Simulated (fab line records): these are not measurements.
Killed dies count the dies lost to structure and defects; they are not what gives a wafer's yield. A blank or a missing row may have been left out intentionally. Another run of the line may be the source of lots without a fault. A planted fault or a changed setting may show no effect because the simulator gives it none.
Which of the tools did it? | flow gf180mcu | 12 lots with 36 wafers sampled at 5 steps, on a route of 602 steps

== WHAT THE GAUGES SHOWED, per wafer ==
GF_HV_LDD_TW_MEAS_50.
lot  | measured     | on            | HV_LDD_4_TW
L772 | day 12 09:19 | film_metro-02 | 560 560 562
L773 | day 12 16:55 | film_metro-04 | 569 571 574
L775 | day 13 06:32 | film_metro-02 | 559 565 564
L777 | day 14 01:58 | film_metro-04 | 570 571 568
L778 | day 14 06:58 | film_metro-04 | 574 571 572
L779 | day 14 17:22 | film_metro-04 | 571 567 571
L787 | day 17 11:25 | film_metro-04 | 573 574 574
L789 | day 18 04:52 | film_metro-03 | 508 508 508 506 507 511
L790 | day 18 10:32 | film_metro-04 | 509 507 510 511 510 508
L791 | day 18 20:54 | film_metro-03 | 567 565 566
L794 | day 19 16:38 | film_metro-03 | 566 568 569
L795 | day 20 04:22 | film_metro-03 | 568 566 568

GF_HV_LDD_THK_MEAS_55.
lot  | measured     | on            | HV_LDD_CVD_54_THK (nm)
L772 | day 12 10:38 | film_metro-02 | 10.21 10.13 10.14
L773 | day 12 18:13 | film_metro-02 | 9.95 10.01 9.94
L775 | day 13 07:52 | film_metro-04 | 9.93 10.02 9.97
L777 | day 14 03:16 | film_metro-02 | 9.82 9.83 9.96
L778 | day 14 08:48 | film_metro-04 | 9.96 9.96 9.93
L779 | day 14 18:41 | film_metro-02 | 10.08 10.18 10.23
L787 | day 17 12:44 | film_metro-03 | 9.98 9.77 9.91
L789 | day 18 09:26 | film_metro-04 | 9.94 9.91 10.10
L790 | day 18 14:37 | film_metro-04 | 10.01 10.09 10.00
L791 | day 18 22:13 | film_metro-02 | 9.93 10.03 10.05
L794 | day 19 17:57 | film_metro-02 | 9.91 10.11 10.08
L795 | day 20 05:41 | film_metro-04 | 10.21 10.13 10.04

== EACH LOT AND THE TOOL THAT RAN IT (in order: tool; ch and the chambers of the sampled wafers; start) ==
lot  | GF_POLY_GATE_ETCH_12               | GF_HV_LDD_IMPLANT_48            | GF_HV_LDD_RTA_52
L772 | rie_diel-02 ch 0,3, day 9 05:58    | implanter-02 ch 0, day 12 09:05 | rtp_anneal-01 ch 0, day 12 09:26
L773 | rie_diel-04 ch 1,2,3, day 9 11:46  | implanter-03 ch 0, day 12 16:40 | rtp_anneal-01 ch 0, day 12 17:01
L775 | rie_diel-02 ch 0,2, day 10 01:30   | implanter-03 ch 0, day 13 06:15 | rtp_anneal-01 ch 0, day 13 06:39
L777 | rie_diel-02 ch 0,1,3, day 10 18:06 | implanter-03 ch 0, day 14 01:43 | rtp_anneal-01 ch 0, day 14 02:04
L778 | rie_diel-02 ch 2,3, day 10 20:10   | implanter-01 ch 0, day 14 06:44 | rtp_anneal-01 ch 0, day 14 07:05
L779 | rie_diel-04 ch 1,2,3, day 11 04:09 | implanter-02 ch 0, day 14 17:09 | rtp_anneal-01 ch 0, day 14 17:29
L787 | rie_diel-04 ch 0,2,3, day 13 16:46 | implanter-01 ch 0, day 17 11:11 | rtp_anneal-02 ch 0, day 17 11:32
L789 | rie_diel-02 ch 2,3, day 14 08:25   | implanter-01 ch 0, day 18 04:37 | rtp_anneal-01 ch 0, day 18 08:13
L790 | rie_diel-04 ch 1,2,3, day 14 13:48 | implanter-01 ch 0, day 18 10:17 | rtp_anneal-01 ch 0, day 18 13:19
L791 | rie_diel-04 ch 2,3, day 14 21:27   | implanter-03 ch 0, day 18 20:39 | rtp_anneal-01 ch 0, day 18 21:01
L794 | rie_diel-02 ch 0,1,3, day 15 16:13 | implanter-02 ch 0, day 19 16:25 | rtp_anneal-01 ch 0, day 19 16:44
L795 | rie_diel-04 ch 1,2,3, day 16 01:16 | implanter-02 ch 0, day 20 04:08 | rtp_anneal-01 ch 0, day 20 04:29
- GF_POLY_GATE_ETCH_12: etches BARC in N2/H2.
- GF_HV_LDD_IMPLANT_48
- GF_HV_LDD_RTA_52: time 10 s.

== WHAT THE TOOLS THEMSELVES READ (means of the sampled wafers that have a number; where no wafer has one, the mark that the record gives instead) ==
GF_POLY_GATE_ETCH_12.
lot  | tool        | chamber_pressure_mTorr (mTorr) | drypump_motor_current_A (A) | oes_product_au (a.u.) | throttle_valve_pct (%)
L772 | rie_diel-02 | 30.039                         | 5.8                         | 0.735                 | 13.214
L773 | rie_diel-04 | 29.990                         | 5.5                         | 0.735                 | 13.216
L775 | rie_diel-02 | 30.020                         | 6.2                         | 0.734                 | 13.203
L777 | rie_diel-02 | 29.984                         | 5.7                         | 0.737                 | 13.212
L778 | rie_diel-02 | 30.010                         | 6.3                         | 0.735                 | 13.208
L779 | rie_diel-04 | 30.002                         | 5.5                         | 0.735                 | 13.213
L787 | rie_diel-04 | 29.998                         | 5.5                         | 0.735                 | 13.213
L789 | rie_diel-02 | 30.034                         | 6.2                         | 0.734                 | 13.214
L790 | rie_diel-04 | 29.986                         | 5.5                         | 0.739                 | 13.212
L791 | rie_diel-04 | 29.970                         | 5.6                         | 0.738                 | 13.221
L794 | rie_diel-02 | 30.028                         | 5.7                         | 0.738                 | 13.219
L795 | rie_diel-04 | 29.975                         | 5.5                         | 0.735                 | 13.217

GF_HV_LDD_IMPLANT_48.
lot  | tool         | beam_energy_keV | dose_ions_cm2 | tilt_deg (degrees)
L772 | implanter-02 | 25.002          | 3.000e+13     | 6.976
L773 | implanter-03 | 24.991          | 3.002e+13     | 6.981
L775 | implanter-03 | 24.999          | 3.001e+13     | 6.978
L777 | implanter-03 | 25.004          | 2.999e+13     | 6.985
L778 | implanter-01 | 25.001          | 3.001e+13     | 6.999
L779 | implanter-02 | 24.992          | 2.998e+13     | 6.979
L787 | implanter-01 | 25.006          | 3.002e+13     | 7.020
L789 | implanter-01 | 25.003          | 3.002e+13     | -0.042
L790 | implanter-01 | 25.001          | 3.001e+13     | 0.010
L791 | implanter-03 | 25.010          | 3.000e+13     | 7.012
L794 | implanter-02 | 25.002          | 3.005e+13     | 7.005
L795 | implanter-02 | 25.004          | 2.998e+13     | 6.956

GF_HV_LDD_RTA_52.
lot  | tool          | lamp_power_pct (%) | wafer_temp_C_max
L772 | rtp_anneal-01 | 35.8               | 1003.6
L773 | rtp_anneal-01 | 35.7               | 1003.4
L775 | rtp_anneal-01 | 35.8               | 1003.6
L777 | rtp_anneal-01 | 35.8               | 1003.1
L778 | rtp_anneal-01 | 35.8               | 1003.2
L779 | rtp_anneal-01 | 35.8               | 1003.5
L787 | rtp_anneal-02 | 31.3               | 1003.8
L789 | rtp_anneal-01 | 35.8               | 1003.4
L790 | rtp_anneal-01 | 35.8               | 1004.1
L791 | rtp_anneal-01 | 35.8               | 1002.9
L794 | rtp_anneal-01 | 35.8               | 1003.4
L795 | rtp_anneal-01 | 35.8               | 1004.3

== THE ANSWER, worked out from the rows above alone ==
Rule: usual is defined by the lots themselves. The widest of any qualifying gaps counts: lots, ordered by their means at a reading, are off when they make up no more than a third of the lots, leave a main group of 4 or more, and stand apart from it by 3 or more times the standard deviation of that group's means. If all means in a main group match to the digits the tables above print for the reading, that group is not used. Also off: a lot with no number at a reading for which 4 or more lots have one. Any other lot the step has rows for is counted as sound. First the gauges in route order, then the tools' own readings, where a lot's mean is used as printed above. At the first step where some lot is off, the reading lying furthest off is the one used; lots without a number count as furthest.
Off: at GF_HV_LDD_TW_MEAS_50 (HV_LDD_4_TW), L789, L790. Mean 568 and standard deviation 3.9 in the main group.
A tool fits if, at a process step before that reading, it ran every lot that is off, and no sound lot after the first of them. The gauges at GF_HV_LDD_TW_MEAS_50 aren't tried: what is off there is off at GF_HV_LDD_IMPLANT_48 too, on other tools, and a gauge's error can't cause that. One fits: implanter-01 at GF_HV_LDD_IMPLANT_48. A fault onset in the window from L787 (day 17 11:11, its last sound lot) to L789 (day 18 04:37, its first lot off) fits.
The tool's own readings at GF_HV_LDD_IMPLANT_48 bear it out: on the lots that are off they differ by more than 5 times the standard deviation of the sound lots' means. tilt_deg reads -0.016 degrees there against 6.989 degrees on the sound lots.

== WHAT HAD BEEN PUT IN BY THE SIMULATOR ==
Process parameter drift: implanter-01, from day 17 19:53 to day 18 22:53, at GF_HV_LDD_IMPLANT_48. The setting tilt_deg was moved by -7, starting from 7. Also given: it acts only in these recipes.
Struck lots among those shown: L789, L790. Same finding as the rule above.
